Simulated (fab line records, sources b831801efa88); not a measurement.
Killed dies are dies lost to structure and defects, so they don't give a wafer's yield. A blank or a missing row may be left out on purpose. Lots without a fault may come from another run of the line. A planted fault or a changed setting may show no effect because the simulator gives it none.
A struck lot beside a sound one | flow sky130 | 17 steps out of a route of 708
Sound: wafers L935.3, L935.5, L935.6. Struck: wafers L945.1, L945.4, L945.6. The cause comes at the end.
At each step with rows: each side's tool, then ch and its chambers, then its first start. Under that, the readings that differ: sound wafers | struck wafers | difference of the means | sigmas: that difference in standard deviations of wafers without a fault.
alike: readings whose means differ by less than 2 such deviations, and words and numbers that are the same on both sides. not compared: withheld readings, readings that some wafer has no value for, bounds like >300 that may hide the same value, and numbers for which the record gives no deviation and whose values overlap.
The two part at a step that has a row with sigmas, a row that says differs or no value, or rows on one side only. Numbers that don't overlap but have no deviation are shown without sigmas and don't part them. A reading that every wafer of one side lacks parts them only if that side has two wafers or more.

SKY_VT_ADJUST_LVTN_OVL_MEAS_07:
  sound on overlay-02, day 7 11:52; struck on overlay-02, day 10 02:49
  alike: VT_ADJUST_LVTN_OVL
then, 1 step without rows for these wafers: SKY_VT_ADJUST_LVTN_IMPLANT_08.
SKY_VT_ADJUST_LVTN_STRIP_09: strips in O2/N2.
  sound on plasma_asher-01 ch 0,1, day 7 12:05; struck on plasma_asher-03 ch 0,1, day 10 03:01
  alike: drypump_motor_current_A, oes_product_au, strip_time_to_endpoint_s
  not compared: rf_hours_counter_h
SKY_VT_ADJUST_LVTN_TW_MEAS_10:
  sound on film_metro-02, day 7 12:10; struck on film_metro-03, day 10 03:07
  alike: VT_ADJUST_LVTN_TW
then, 7 steps without rows for these wafers: SKY_VT_ADJUST_LVTN_DEHYDRATE_11 (time 60 s); SKY_VT_ADJUST_LVTN_HMDS_12 (prime time 60 s); SKY_VT_ADJUST_LVTN_COAT_13 (resist thk 1140 nm); SKY_VT_ADJUST_LVTN_SOFTBAKE_14 (time 60 s); SKY_VT_ADJUST_LVTN_EXPOSE_15 (exposes mask HVN STD DERIVED, target cd 600 nm); SKY_VT_ADJUST_LVTN_PEB_16; SKY_VT_ADJUST_LVTN_DEVELOP_17 (develop time 60 s).
SKY_VT_ADJUST_LVTN_OVL_MEAS_18:
  sound on overlay-01, day 8 07:30; struck on overlay-02, day 11 00:19
  reading                    | sound       | struck         | difference | sigmas
  VT_ADJUST_LVTN_01_OVL (nm) | 0.6 1.5 1.6 | -2.0 -0.8 -2.7 | -3.1       | -3
SKY_VT_ADJUST_LVTN_IMPLANT_19:
  sound on implanter-01 ch 0, day 8 07:34; struck on implanter-02 ch 0, day 11 00:22
  reading                   | sound             | struck            | difference | sigmas
  implant_ion_amu           | 11 11 11          | 49 49 49          | +38        |
  model.implant.rp_nm (nm)  | 94.96 94.96 94.96 | 23.6 23.6 23.6    | -71.4      |
  model.implant.drp_nm (nm) | 42.97 42.97 42.97 | 12.97 12.97 12.97 | -30.00     |
  alike: dose_ions_cm2
SKY_VT_ADJUST_LVTN_STRIP_20: strips in O2/N2.
  sound on plasma_asher-02 ch 0,1, day 8 07:42; struck on plasma_asher-01 ch 1, day 11 00:31
  alike: drypump_motor_current_A, oes_product_au, strip_time_to_endpoint_s
  not compared: rf_hours_counter_h
SKY_VT_ADJUST_LVTN_TW_MEAS_21:
  sound on film_metro-02, day 8 07:47; struck on film_metro-01, day 11 00:37
  reading             | sound             | struck            | difference | sigmas
  VT_ADJUST_LVTN_2_TW | 189.6 190.1 188.2 | 290.3 291.2 292.6 | +102.1     | +99 or more
then, 1 step without rows for these wafers: SKY_VT_ADJUST_NCORE_DEHYDRATE_00 (time 60 s).
-- the record jumps here: 38 days lie between the struck wafers' starts before and after (it left off in module VT_ADJUST_NCORE and takes up again in module PAD_OPEN, whose first step shown is number 708 of the route) --
SKY_PAD_OPEN_PROBE_99:
  sound on prober-01, day 46 08:32; struck on prober-02, day 48 20:08
  reading                                    | sound                | struck               | difference | sigmas
  model.etest.res_pwell_under_gate.rs_ohm_sq | 2284 2285 2295       | 2313 2306 2307       | +21        |
  model.etest.nfet_g5v0d10v5.vt_long_v (V)   | 0.8145 0.8023 0.8178 | 0.8353 0.8393 0.8406 | +0.0269    |
  model.etest.nfet_g5v0d10v5.body_rise_v (V) | 0.671 0.6644 0.6764  | 0.6386 0.6379 0.6426 | -0.0309    |
  model.etest.nfet_16v.vt_v (V)              | 0.7693 0.7591 0.7761 | 0.7927 0.792 0.798   | +0.0261    |
  model.etest.nfet_16v.body_rise_v (V)       | 0.6667 0.6569 0.6667 | 0.6321 0.631 0.6345  | -0.0309    |
  model.etest.nfet_g5v0d10v5.vt_v (V)        | 0.8346 0.8213 0.8184 | 0.8406 0.845 0.8556  | +0.0223    |
  alike: killed_at_M0_to_M3, killed_at_M4_up, killed_at_contacts, killed_at_front_end, killed_at_other, killed_dies, killed_open, killed_short
  not compared: model.etest.nfet_g5v0d10v5.vt_sat_v

WHERE THEY PART
First at SKY_VT_ADJUST_LVTN_OVL_MEAS_18; last, within this record, at SKY_VT_ADJUST_LVTN_TW_MEAS_21. Later steps at which nothing parts them and some readings are alike: SKY_PAD_OPEN_PROBE_99.

WHY: what the simulator had put in
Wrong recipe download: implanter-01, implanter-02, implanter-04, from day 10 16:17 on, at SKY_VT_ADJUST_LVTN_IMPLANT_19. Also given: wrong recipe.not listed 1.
